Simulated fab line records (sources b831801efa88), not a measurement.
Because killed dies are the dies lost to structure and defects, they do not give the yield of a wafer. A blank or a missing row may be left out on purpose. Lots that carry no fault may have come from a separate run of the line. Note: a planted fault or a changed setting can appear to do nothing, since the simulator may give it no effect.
Which of the tools did it? -- flow gf180mcu -- 24 lots with 72 wafers sampled at 3 steps, on a route of 602 steps

## WHAT THE GAUGES SHOWED, per wafer
GF_SALICIDE_THK_MEAS_05: measures by xrf.
lot,measured,on,SALICIDE_TIN_THK (nm)
L074,day 15 06:25,film-metro-03,19.84 20.24 19.93
L075,day 15 16:07,film-metro-02,20.32 20.31 19.86
L076,day 15 20:57,film-metro-03,19.68 20.15 19.92
L077,day 16 10:40,film-metro-03,20.34 19.59 19.91
L078,day 16 14:34,film-metro-02,19.91 19.67 20.11
L079,day 16 19:13,film-metro-02,20.37 19.98 20.00
L080,day 17 05:24,film-metro-04,19.97 19.95 20.13
L081,day 17 20:04,film-metro-04,19.78 19.97 20.02
L082,day 17 22:04,film-metro-02,19.92 19.42 19.67
L083,day 18 07:51,film-metro-02,19.94 20.29 20.20
L084,day 18 23:25,film-metro-02,19.88 19.96 20.12
L085,day 19 03:58,film-metro-04,20.27 20.03 19.98
L086,day 19 14:14,film-metro-02,20.05 20.24 20.23
L087,day 19 20:39,film-metro-02,20.13 20.26 20.24
L088,day 20 07:28,film-metro-04,20.25 19.95 20.06
L089,day 20 16:19,film-metro-04,20.15 20.07 20.16
L090,day 21 04:01,film-metro-02,20.13 20.22 20.11
L092,day 22 04:03,film-metro-02,19.71 20.14 20.20
L091,day 22 03:45,film-metro-03,19.80 20.21 20.35
L093,day 22 12:25,film-metro-02,20.19 19.98 20.28
L094,day 22 15:05,film-metro-03,19.98 20.29 19.96
L095,day 22 22:27,film-metro-02,20.37 19.62 20.63
L097,day 23 08:53,film-metro-04,20.47 19.59 20.30
L096,day 23 11:10,film-metro-03,20.40 20.62 20.36

## WHAT TOOL EACH LOT RAN ON (gives the tool, then ch and the chambers of the sampled wafers, and finally the start)
lot,GF_VT_IMPLANT_STRIP_20,GF_SALICIDE_SPUTTER_02
L074,"plasma-asher-03 ch 0,1, day 6 07:52","pvd-sputter-04, day 15 06:15"
L075,"plasma-asher-02 ch 0,1, day 6 12:56","pvd-sputter-01, day 15 15:56"
L076,"plasma-asher-02 ch 0,1, day 6 19:44","pvd-sputter-04, day 15 20:46"
L077,"plasma-asher-01 ch 0,1, day 6 23:53","pvd-sputter-04, day 16 10:29"
L078,"plasma-asher-01 ch 1, day 7 05:59","pvd-sputter-02, day 16 14:23"
L079,"plasma-asher-01 ch 0,1, day 7 08:28","pvd-sputter-04, day 16 19:02"
L080,"plasma-asher-02 ch 0,1, day 7 17:49","pvd-sputter-01, day 17 05:14"
L081,"plasma-asher-03 ch 0,1, day 8 01:19","pvd-sputter-04, day 17 19:54"
L082,"plasma-asher-03 ch 0,1, day 8 05:31","pvd-sputter-04, day 17 21:54"
L083,"plasma-asher-03 ch 0,1, day 8 12:34","pvd-sputter-02, day 18 07:40"
L084,"plasma-asher-03 ch 0,1, day 8 23:10","pvd-sputter-02, day 18 23:13"
L085,"plasma-asher-01 ch 0, day 9 03:50","pvd-sputter-01, day 19 03:47"
L086,"plasma-asher-01 ch 0,1, day 9 08:52","pvd-sputter-04, day 19 14:03"
L087,"plasma-asher-02 ch 0,1, day 9 15:37","pvd-sputter-02, day 19 20:29"
L088,"plasma-asher-02 ch 0,1, day 9 23:43","pvd-sputter-01, day 20 07:18"
L089,"plasma-asher-01 ch 0,1, day 10 06:16","pvd-sputter-02, day 20 16:07"
L090,"plasma-asher-03 ch 0,1, day 10 16:20","pvd-sputter-02, day 21 03:49"
L092,"plasma-asher-02 ch 0,1, day 11 07:50","pvd-sputter-01, day 22 03:52"
L091,"plasma-asher-01 ch 0,1, day 11 09:11","pvd-sputter-04, day 22 03:34"
L093,"plasma-asher-01 ch 0,1, day 11 17:55","pvd-sputter-02, day 22 12:13"
L094,"plasma-asher-01 ch 0,1, day 11 20:56","pvd-sputter-02, day 22 14:54"
L095,"plasma-asher-01 ch 0,1, day 12 03:58","pvd-sputter-04, day 22 22:16"
L097,"plasma-asher-02 ch 1, day 12 09:35","pvd-sputter-04, day 23 08:43"
L096,"plasma-asher-01 ch 0,1, day 12 12:28","pvd-sputter-02, day 23 10:58"
- GF_VT_IMPLANT_STRIP_20: strips in O2/N2.
- GF_SALICIDE_SPUTTER_02: material Co, target thk 10 nm, time 20 s.

## WHAT THE TOOLS THEMSELVES READ (means of the sampled wafers that have a number; where no wafer has one, the mark that the record gives instead)
GF_VT_IMPLANT_STRIP_20.
lot,tool,chamber-pressure-mTorr (mTorr),drypump-motor-current-A (A),heater-power-w (W),oes-product-au (a.u.),strip-time-to-endpoint-s (s)
L074,plasma-asher-03,1500.9,5.9,352,0.713,12.65
L075,plasma-asher-02,1500.3,6.4,348,0.717,12.67
L076,plasma-asher-02,1500.7,6.5,327,0.717,12.66
L077,plasma-asher-01,1499.5,5.6,359,0.719,12.66
L078,plasma-asher-01,1500.6,5.4,455,0.721,12.66
L079,plasma-asher-01,1500.6,5.6,361,0.716,12.66
L080,plasma-asher-02,1501.2,6.4,330,0.716,12.60
L081,plasma-asher-03,1498.2,5.9,338,0.714,12.71
L082,plasma-asher-03,1498.9,5.9,332,0.716,12.65
L083,plasma-asher-03,1499.5,5.9,353,0.716,12.59
L084,plasma-asher-03,1500.4,5.9,349,0.715,12.63
L085,plasma-asher-01,1499.3,5.7,318,0.718,12.67
L086,plasma-asher-01,1498.7,5.5,401,0.714,12.62
L087,plasma-asher-02,1499.9,6.4,346,0.718,12.64
L088,plasma-asher-02,1501.5,6.4,348,0.718,12.59
L089,plasma-asher-01,1500.9,5.5,408,0.715,12.70
L090,plasma-asher-03,1499.1,5.9,339,0.717,12.64
L092,plasma-asher-02,1500.5,6.5,326,0.715,12.59
L091,plasma-asher-01,1499.1,5.5,403,0.716,12.65
L093,plasma-asher-01,1500.3,5.5,404,0.720,12.64
L094,plasma-asher-01,1499.6,5.6,354,0.718,12.67
L095,plasma-asher-01,1500.0,5.5,409,0.717,12.58
L097,plasma-asher-02,1499.6,6.4,373,0.720,12.61
L096,plasma-asher-01,1499.8,5.6,350,0.718,12.62

GF_SALICIDE_SPUTTER_02.
lot,tool,throttle-valve-pct (%)
L074,pvd-sputter-04,31.1
L075,pvd-sputter-01,30.7
L076,pvd-sputter-04,31.4
L077,pvd-sputter-04,31.6
L078,pvd-sputter-02,30.3
L079,pvd-sputter-04,30.9
L080,pvd-sputter-01,30.6
L081,pvd-sputter-04,30.8
L082,pvd-sputter-04,31.3
L083,pvd-sputter-02,30.1
L084,pvd-sputter-02,30.0
L085,pvd-sputter-01,30.0
L086,pvd-sputter-04,30.5
L087,pvd-sputter-02,30.4
L088,pvd-sputter-01,30.6
L089,pvd-sputter-02,30.4
L090,pvd-sputter-02,30.4
L092,pvd-sputter-01,29.2
L091,pvd-sputter-04,31.4
L093,pvd-sputter-02,30.0
L094,pvd-sputter-02,29.8
L095,pvd-sputter-04,31.3
L097,pvd-sputter-04,32.3
L096,pvd-sputter-02,30.5

## THE ANSWER, worked out from the rows above alone
Rule: the usual values come from the lots themselves. The widest of any qualifying gaps counts: lots, ordered by their means at a reading, are off when they make up no more than a third of the lots, leave a main group of 4 or more, and stand apart from it by 3 or more times the standard deviation of that group's means. If all means in a main group match to the digits the tables above print for the reading, that group is not used. A lot without any number at a reading at which 4 lots or more have one is off too. All remaining lots with rows at the step are treated as sound. Order of review: gauges by route order, followed by the tools' own readings, for which a lot's mean as printed above is used. At the first step where some lot is off, the reading lying furthest off is the one used; lots without a number count as furthest.
None of the lots is off at any reading shown; this tells nothing.

## WHAT HAD BEEN PUT IN BY THE SIMULATOR
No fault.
